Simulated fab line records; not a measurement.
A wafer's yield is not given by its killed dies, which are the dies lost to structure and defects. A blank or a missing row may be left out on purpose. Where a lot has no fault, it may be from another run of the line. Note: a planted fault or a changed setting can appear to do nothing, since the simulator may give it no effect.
One fault through the eyes of 2 desks | flow gf180mcu | numbers are kept per desk, each desk with only its own; the story behind them comes last

## FROM THE METROLOGY DESK
Means of the sampled wafers that have a number, per lot and without regard to the tool the lot ran on: this is what the gauges read. A lot is out of limits, marked OUT, if its mean lies more than 4 standard deviations from the usual mean; the brackets give that distance.
Columns: A = DUAL_GATE_OVL at GF_DUAL_GATE_OVL_MEAS_11, usual -0.8 nm; B = HV_LDD_03_OVL at GF_HV_LDD_OVL_MEAS_47, usual -1.3 nm
lot  | first seen here | A    | B
L707 | day 8 08:33     | -1.9 | 1.0
L709 | day 8 20:59     | 0.0  | -0.9
L712 | day 9 18:34     | -0.9 | -1.0
L713 | day 10 01:51    | -3.7 | 0.7
L714 | day 10 07:35    | -2.0 | -1.2
L715 | day 11 03:33    | 0.3  | -3.4
L716 | day 11 11:20    | -0.6 | -1.5
L717 | day 11 12:14    | -1.0 | -1.6
L719 | day 11 21:16    | 0.5  | -0.4
L718 | day 11 21:34    | 0.1  | 1.6
L720 | day 12 04:30    | -1.1 | -1.7
L721 | day 12 11:39    | -1.8 | -3.4
L722 | day 12 13:14    | -0.2 | -2.4
L726 | day 14 00:36    | -0.5 | -3.1
This desk found nothing out of limits on any of the 14 lots.

## THE TOOL OWNER'S DESK: implanter-02
The tool's own readings at GF_NSD_IMPLANT_10, given as means over the sampled wafers that have a number, one for each lot that went through this tool. A lot is out of limits, marked OUT, if its mean lies more than 4 standard deviations from the usual mean; the brackets give that distance.
Columns: A = tilt deg at GF_NSD_IMPLANT_10, usual 7.007 degrees
lot  | first seen here | A
L712 | day 15 05:47    | 7.001
L717 | day 16 23:26    | 7.005
L720 | day 18 05:43    | 7.006
L721 | day 18 15:03    | 7.026
L722 | day 18 15:56    | 8.131 (+49) OUT
L726 | day 20 08:08    | 8.070 (+46) OUT
This desk's finding: out of limits on L722, L726; first on L722, day 18 15:56 (tilt deg at GF_NSD_IMPLANT_10). L712, L717, L720, L721 stayed within limits.

## BROUGHT TOGETHER
An alarm could have come from the tool owner's desk at day 18 15:56, on L722, L726.
At the metrology desk, nothing out of limits was observed.
The metrology desk holds a record of L722, L726, inside its limits.
The lots listed all ran GF_NSD_IMPLANT_10 on implanter-02.

## WHAT THE SIMULATOR HAD PUT IN
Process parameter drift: implanter-02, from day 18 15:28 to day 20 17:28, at GF_NSD_IMPLANT_10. The setting tilt deg was moved by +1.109, starting from 7. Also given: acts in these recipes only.
Lots struck among those shown: L722, L726.
Time in hours from fault onset to the first out-of-limits reading at each desk: the tool owner's desk, 0.
